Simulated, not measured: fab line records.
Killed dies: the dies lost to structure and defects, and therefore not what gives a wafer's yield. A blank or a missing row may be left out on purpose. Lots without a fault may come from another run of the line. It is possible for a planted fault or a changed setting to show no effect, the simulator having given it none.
The tool behind it: which one? -- flow sky130 -- 12 lots, 36 wafers sampled, at 5 steps of a route of 708

WHAT THE GAUGES READ, wafer by wafer
SKY_FIELD_ISO_THK_MEAS_25.
lot,measured,on,FIELD_ISO_CVD_24_THK (nm)
L755,day 2 15:26,film_metro-02,599 599 596
L758,day 3 00:31,film_metro-01,597 592 603
L757,day 3 00:32,film_metro-02,602 599 610
L759,day 3 07:00,film_metro-01,600 606 596
L763,day 4 01:17,film_metro-01,595 590 591
L765,day 4 10:56,film_metro-02,603 591 591
L771,day 5 17:23,film_metro-01,608 605 594
L772,day 6 00:14,film_metro-02,602 598 606
L773,day 6 03:59,film_metro-02,615 611 602
L775,day 6 15:32,film_metro-01,601 596 598
L777,day 7 00:38,film_metro-02,585 594 595
L778,day 7 05:14,film_metro-01,602 601 585

SKY_VT_ADJUST_HVTR_CD_MEAS_07: the cd target is 380 nm.
lot,measured,on,cd_nm (nm)
L755,day 10 00:53,cd_sem-01,381.4 381.0 381.7
L758,day 10 10:27,cd_sem-02,380.4 382.8 382.6
L757,day 10 09:32,cd_sem-02,384.5 381.6 383.3
L759,day 10 17:53,cd_sem-01,379.4 380.3 381.9
L763,day 11 19:06,cd_sem-02,382.7 382.0 382.9
L765,day 12 14:48,cd_sem-01,380.7 380.9 381.6
L771,day 14 06:15,cd_sem-01,377.3 382.5 378.5
L772,day 14 13:07,cd_sem-01,377.5 376.0 375.7
L773,day 14 20:17,cd_sem-02,379.6 379.6 379.3
L775,day 15 15:33,cd_sem-01,381.1 376.9 379.0
L777,day 16 07:44,cd_sem-01,377.3 377.9 376.9
L778,day 16 07:42,cd_sem-02,382.6 379.8 383.0

WHICH TOOL RAN EACH LOT (tool, then ch and the chambers of the sampled wafers, then the start)
lot,SKY_VT_ADJUST_LVTN_COAT_02,SKY_VT_ADJUST_LVTN_STRIP_09,SKY_VT_ADJUST_LVTN_STRIP_20
L755,"litho_track-02 ch 0, day 6 23:50","plasma_asher-03 ch 0,1, day 7 09:52","plasma_asher-01 ch 0,1, day 8 06:07"
L758,"litho_track-01 ch 0, day 7 07:47","plasma_asher-03 ch 0,1, day 7 17:57","plasma_asher-04 ch 0,1, day 8 14:37"
L757,"litho_track-04 ch 0, day 7 07:43","plasma_asher-03 ch 0,1, day 7 17:40","plasma_asher-01 ch 0,1, day 8 14:26"
L759,"litho_track-04 ch 0, day 7 14:13","plasma_asher-01 ch 0,1, day 8 00:01","plasma_asher-04 ch 0,1, day 8 20:33"
L763,"litho_track-04 ch 0, day 8 13:34","plasma_asher-04 ch 0, day 8 23:33","plasma_asher-01 ch 0, day 9 20:37"
L765,"litho_track-04 ch 0, day 9 04:40","plasma_asher-01 ch 0, day 9 16:28","plasma_asher-01 ch 1, day 10 15:03"
L771,"litho_track-01 ch 0, day 10 17:29","plasma_asher-03 ch 0,1, day 11 05:15","plasma_asher-03 ch 0,1, day 12 03:36"
L772,"litho_track-02 ch 0, day 10 23:16","plasma_asher-03 ch 0,1, day 11 10:59","plasma_asher-03 ch 0,1, day 12 10:42"
L773,"litho_track-01 ch 0, day 11 04:11","plasma_asher-03 ch 0,1, day 11 17:02","plasma_asher-04 ch 0,1, day 12 17:03"
L775,"litho_track-04 ch 0, day 11 21:29","plasma_asher-03 ch 0,1, day 12 09:52","plasma_asher-01 ch 0, day 13 10:47"
L777,"litho_track-04 ch 0, day 12 12:16","plasma_asher-04 ch 0,1, day 13 00:43","plasma_asher-01 ch 0,1, day 14 02:32"
L778,"litho_track-01 ch 0, day 12 12:02","plasma_asher-03 ch 0,1, day 13 00:22","plasma_asher-04 ch 0,1, day 14 02:14"
- SKY_VT_ADJUST_LVTN_COAT_02: resist thk 3000 nm.
- SKY_VT_ADJUST_LVTN_STRIP_09: strips in O2/N2.
- SKY_VT_ADJUST_LVTN_STRIP_20: strips in O2/N2.

WHAT THE TOOLS THEMSELVES READ (means of the sampled wafers that have a number; where no wafer has one, the mark that the record gives instead)
SKY_VT_ADJUST_LVTN_COAT_02.
lot,tool,resist_line_temp_C (C)
L755,litho_track-02,22.98
L758,litho_track-01,23.07
L757,litho_track-04,22.87
L759,litho_track-04,22.93
L763,litho_track-04,23.05
L765,litho_track-04,23.19
L771,litho_track-01,22.87
L772,litho_track-02,22.98
L773,litho_track-01,23.06
L775,litho_track-04,22.88
L777,litho_track-04,23.06
L778,litho_track-01,23.07

SKY_VT_ADJUST_LVTN_STRIP_09.
lot,tool,drypump_motor_current_A (A),o2_flow_sccm (sccm),oes_product_au (a.u.),strip_time_to_endpoint_s (s)
L755,plasma_asher-03,5.8,2996,0.719,37.06
L758,plasma_asher-03,5.8,3000,0.716,36.94
L757,plasma_asher-03,5.8,2993,0.720,37.08
L759,plasma_asher-01,6.0,3002,0.723,36.88
L763,plasma_asher-04,5.7,3010,0.724,34.61
L765,plasma_asher-01,5.9,3013,0.722,32.81
L771,plasma_asher-03,5.8,2997,0.720,36.95
L772,plasma_asher-03,5.6,2995,0.726,37.06
L773,plasma_asher-03,5.8,2993,0.724,36.89
L775,plasma_asher-03,5.6,3008,0.722,36.93
L777,plasma_asher-04,6.0,2997,0.721,36.95
L778,plasma_asher-03,5.6,3003,0.728,37.09

SKY_VT_ADJUST_LVTN_STRIP_20.
lot,tool,drypump_motor_current_A (A),o2_flow_sccm (sccm),oes_product_au (a.u.),strip_time_to_endpoint_s (s)
L755,plasma_asher-01,6.11,3006,0.718,14.15
L758,plasma_asher-04,5.85,3018,0.712,14.19
L757,plasma_asher-01,6.01,3004,0.714,14.24
L759,plasma_asher-04,5.94,3004,0.716,14.24
L763,plasma_asher-01,5.92,3009,0.716,14.19
L765,plasma_asher-01,6.21,2997,0.714,14.16
L771,plasma_asher-03,5.83,2997,0.718,14.20
L772,plasma_asher-03,5.83,3006,0.713,14.15
L773,plasma_asher-04,5.85,2997,0.716,14.24
L775,plasma_asher-01,5.89,3011,0.715,14.21
L777,plasma_asher-01,6.00,2998,0.715,14.23
L778,plasma_asher-04,5.83,2993,0.715,14.16

THE ANSWER, worked out from the rows above alone
Rule: what is usual is taken from the lots themselves. Put in order of their means at a reading, lots are off if they are a third of the lots or fewer, leave a main group of 4 or more, and stand apart from it by a gap of 3 or more times the standard deviation of the main group's means; of several such gaps the widest counts. Not used: any main group whose means are identical at the precision the tables above print for the reading. Also off: a lot with no number at a reading for which 4 or more lots have one. Any other lot the step has rows for is counted as sound. Order of review: gauges by route order, followed by the tools' own readings, for which a lot's mean as printed above is used. The first step at which some lot is off is used, and at that step the reading that is off furthest; a lot without a number counts as furthest.
Off: L763, L765 (SKY_VT_ADJUST_LVTN_STRIP_09, strip_time_to_endpoint_s). The main group: mean 36.98 s, standard deviation 0.077.
If a tool, at that step or one of the process steps before it, ran each lot that is off and ran no sound lot following the first of them, it fits. Of those tried, none fits.

WHAT THE SIMULATOR PUT IN
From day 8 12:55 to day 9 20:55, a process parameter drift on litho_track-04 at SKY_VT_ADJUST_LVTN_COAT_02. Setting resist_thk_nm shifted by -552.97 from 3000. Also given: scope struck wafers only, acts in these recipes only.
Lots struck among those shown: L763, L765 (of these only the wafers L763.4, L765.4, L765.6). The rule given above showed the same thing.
